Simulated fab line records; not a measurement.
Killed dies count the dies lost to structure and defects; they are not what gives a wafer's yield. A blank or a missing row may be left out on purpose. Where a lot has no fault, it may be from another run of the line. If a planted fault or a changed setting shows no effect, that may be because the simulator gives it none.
Which tool is to blame?    flow sky130    Sampling: 10 lots, 30 wafers, 3 of 708 route steps

## WHAT EACH GAUGE READ, for each wafer
SKY_METAL2_RS_MEAS_05: a four-point-probe measurement.
lot   measured      on             METAL2_ALCU_RS (ohm/sq)
L881  day 34 15:46  film metro-03  0.1275 0.1291 0.1276
L882  day 35 08:03  film metro-01  0.1278 0.1255 0.1294
L883  day 35 12:26  film metro-03  0.1246 0.1260 0.1267
L884  day 35 17:35  film metro-01  0.1265 0.1243 0.1265
L892  day 38 08:40  film metro-01  0.1374 0.1401 0.1389
L895  day 39 02:28  film metro-04  0.1371 0.1342 0.1351
L897  day 39 09:25  film metro-01  0.1263 0.1280 0.1262
L898  day 40 07:11  film metro-03  0.1269 0.1295 0.1282
L899  day 40 19:05  film metro-04  0.1280 0.1274 0.1251
L901  day 41 01:23  film metro-03  0.1275 0.1280 0.1280

## TOOL THAT RAN EACH LOT (tool first, then ch and the chambers of the sampled wafers, then the start)
lot   SKY_METAL1_METAL_ETCH_19           SKY_METAL2_SPUTTER_02
L881  rie metal-02 ch 0,1, day 33 10:25  pvd sputter-02, day 34 15:40
L882  rie metal-04 ch 0,1, day 34 02:43  pvd sputter-03, day 35 07:57
L883  rie metal-02 ch 0,1, day 34 07:53  pvd sputter-02, day 35 12:19
L884  rie metal-02 ch 0,1, day 34 12:31  pvd sputter-03, day 35 17:28
L892  rie metal-04 ch 1, day 37 03:48    pvd sputter-02, day 38 08:34
L895  rie metal-02 ch 0,1, day 37 22:10  pvd sputter-02, day 39 02:22
L897  rie metal-03 ch 1, day 38 05:21    pvd sputter-03, day 39 09:16
L898  rie metal-02 ch 0, day 39 03:29    pvd sputter-03, day 40 07:06
L899  rie metal-02 ch 0,1, day 39 15:34  pvd sputter-03, day 40 18:59
L901  rie metal-03 ch 0,1, day 39 22:14  pvd sputter-01, day 41 01:16
- SKY_METAL1_METAL_ETCH_19: etches the open film in Cl2/BCl3, stops on SiO2, target depth 360 nm, time 78 s.
- SKY_METAL2_SPUTTER_02: material AlCu, target thk 250 nm, time 13.3 s.

## THE ANSWER, worked out from the rows above alone
Rule: what is usual is taken from the lots themselves. The widest of any qualifying gaps counts: lots, ordered by their means at a reading, are off when they make up no more than a third of the lots, leave a main group of 4 or more, and stand apart from it by 3 or more times the standard deviation of that group's means. A main group is skipped when, at the precision printed for the reading in the tables above, its means are all equal. Also off: a lot with no number at a reading for which 4 or more lots have one. The other lots that the step has rows for count as sound.
Off: L892, L895, seen at SKY_METAL2_RS_MEAS_05 (METAL2_ALCU_RS). Mean 0.1271 ohm/sq and standard deviation 0.00091 in the main group.
A tool fits if, at a process step before that reading, it ran every lot that is off, and no sound lot after the first of them. The gauges at SKY_METAL2_RS_MEAS_05 are tried like those tools. One fits: SKY_METAL2_SPUTTER_02 on pvd sputter-02. A fault onset in the window from L883 (day 35 12:19, its last sound lot) to L892 (day 38 08:34, its first lot off) fits.

## WHAT THE SIMULATOR HAD INSERTED
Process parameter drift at SKY_METAL2_SPUTTER_02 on pvd sputter-02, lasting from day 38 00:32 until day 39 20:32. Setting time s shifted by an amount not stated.
Shown lots that were struck: L892, L895. The rule above reached the same finding.
